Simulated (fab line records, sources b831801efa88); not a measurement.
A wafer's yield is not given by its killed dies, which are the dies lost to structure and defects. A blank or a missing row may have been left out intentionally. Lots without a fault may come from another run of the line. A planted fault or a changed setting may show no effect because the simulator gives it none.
The tool behind it: which one? | flow gf180mcu | 6 lots, 18 wafers sampled, at 3 steps of a route of 602

== WHAT THE GAUGES SHOWED, per wafer ==
GF_M2_CD_MEAS_14: target cd 280 nm.
lot  | measured     | on        | cd nm (nm)
L283 | day 19 09:02 | cd sem-02 | 279.5 279.1 280.1
L285 | day 20 11:03 | cd sem-02 | 279.5 278.8 279.6
L289 | day 22 03:52 | cd sem-02 | 282.7 282.7 282.7
L293 | day 23 10:28 | cd sem-02 | 279.4 278.5 280.0
L297 | day 24 17:40 | cd sem-01 | 274.3 257.4 257.5
L304 | day 26 23:55 | cd sem-02 | 281.0 280.6 279.1

== WHICH TOOL RAN EACH LOT (tool, then ch and the chambers of the sampled wafers, then the start) ==
lot  | GF_V1_SPUTTER_21             | GF_M2_EXPOSE_11
L283 | pvd sputter-04, day 18 08:05 | krf scanner-01 ch 0, day 18 20:52
L285 | pvd sputter-02, day 19 09:16 | krf scanner-02 ch 0, day 19 22:53
L289 | pvd sputter-04, day 21 03:28 | krf scanner-01 ch 0, day 21 16:00
L293 | pvd sputter-01, day 22 10:47 | krf scanner-02 ch 0, day 22 23:01
L297 | pvd sputter-04, day 23 19:22 | krf scanner-01 ch 0, day 24 07:02
L304 | pvd sputter-02, day 26 02:53 | krf scanner-01 ch 0, day 26 13:41
- GF_V1_SPUTTER_21: material Ti, target thk 15 nm, time 80.02 s.
- GF_M2_EXPOSE_11: exposes mask Metal2, target cd 280 nm.

== THE ANSWER, worked out from the rows above alone ==
Rule: the lots themselves supply what counts as usual. The widest of any qualifying gaps counts: lots, ordered by their means at a reading, are off when they make up no more than a third of the lots, leave a main group of 4 or more, and stand apart from it by 3 or more times the standard deviation of that group's means. If all means in a main group match to the digits the tables above print for the reading, that group is not used. Also off: a lot with no number at a reading for which 4 or more lots have one. Any other lot the step has rows for is counted as sound.
Off at GF_M2_CD_MEAS_14 (cd nm): L297. The main group has a mean of 280.2 nm with a standard deviation of 1.3.
A tool fits if, at a process step before that reading, it ran every lot that is off, and no sound lot after the first of them. Gauges at GF_M2_CD_MEAS_14: tried the same way as those tools. 2 tools fit, pvd sputter-04 at GF_V1_SPUTTER_21 and cd sem-01 at GF_M2_CD_MEAS_14, so this cannot tell which one it is.

== WHAT THE SIMULATOR PUT IN ==
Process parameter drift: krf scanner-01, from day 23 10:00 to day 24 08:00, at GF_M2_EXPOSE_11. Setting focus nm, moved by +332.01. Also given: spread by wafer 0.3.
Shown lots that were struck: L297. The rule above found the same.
